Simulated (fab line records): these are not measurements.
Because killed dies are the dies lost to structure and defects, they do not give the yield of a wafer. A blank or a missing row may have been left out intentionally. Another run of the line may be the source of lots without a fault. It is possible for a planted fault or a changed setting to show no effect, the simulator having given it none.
Which tool was responsible? :: flow sky130 :: 21 wafers from 7 lots sampled at 2 of the route's 708 steps

## WHAT EACH GAUGE READ, for each wafer
SKY_SD_P_OVL_MEAS_08.
lot: L161
measured: day 25 18:37
on: overlay-01
SD_P_OVL (nm): -2.1 -3.6 -1.7

lot: L167
measured: day 27 23:32
on: overlay-01
SD_P_OVL (nm): 0.3 -2.2 -1.9

lot: L171
measured: day 29 09:04
on: overlay-02
SD_P_OVL (nm): 0.5 -3.1 -1.8

lot: L176
measured: day 31 06:38
on: overlay-01
SD_P_OVL (nm): -1.0 -1.1 0.1

lot: L178
measured: day 32 01:31
on: overlay-01
SD_P_OVL (nm): 0.0 1.8 0.5

lot: L181
measured: day 32 17:04
on: overlay-01
SD_P_OVL (nm): -0.7 -0.5 -1.7

lot: L183
measured: day 33 05:31
on: overlay-01
SD_P_OVL (nm): -0.1 0.0 0.5

## WHAT TOOL EACH LOT RAN ON (gives the tool, then ch and the chambers of the sampled wafers, and finally the start)
lot: L161
SKY_LDD_LDN_STRIP_12: plasma asher-01 ch 0,1, day 23 06:07

lot: L167
SKY_LDD_LDN_STRIP_12: plasma asher-01 ch 0,1, day 25 10:01

lot: L171
SKY_LDD_LDN_STRIP_12: plasma asher-02 ch 1, day 26 22:13

lot: L176
SKY_LDD_LDN_STRIP_12: plasma asher-02 ch 0,1, day 28 21:51

lot: L178
SKY_LDD_LDN_STRIP_12: plasma asher-04 ch 0,1, day 29 16:03

lot: L181
SKY_LDD_LDN_STRIP_12: plasma asher-01 ch 0,1, day 30 08:39

lot: L183
SKY_LDD_LDN_STRIP_12: plasma asher-01 ch 0,1, day 30 20:57
- SKY_LDD_LDN_STRIP_12: strips in O2/N2.

## THE ANSWER, worked out from the rows above alone
Rule: the usual values come from the lots themselves. Put in order of their means at a reading, lots are off if they are a third of the lots or fewer, leave a main group of 4 or more, and stand apart from it by a gap of 3 or more times the standard deviation of the main group's means; of several such gaps the widest counts. A main group whose means are all the same, to the digits that the tables above print for the reading, isn't used. A lot without any number at a reading at which 4 lots or more have one is off too. All remaining lots with rows at the step are treated as sound.
Across all readings shown, no lot is off: no conclusion can be drawn from this.

## WHAT THE SIMULATOR HAD PUT IN
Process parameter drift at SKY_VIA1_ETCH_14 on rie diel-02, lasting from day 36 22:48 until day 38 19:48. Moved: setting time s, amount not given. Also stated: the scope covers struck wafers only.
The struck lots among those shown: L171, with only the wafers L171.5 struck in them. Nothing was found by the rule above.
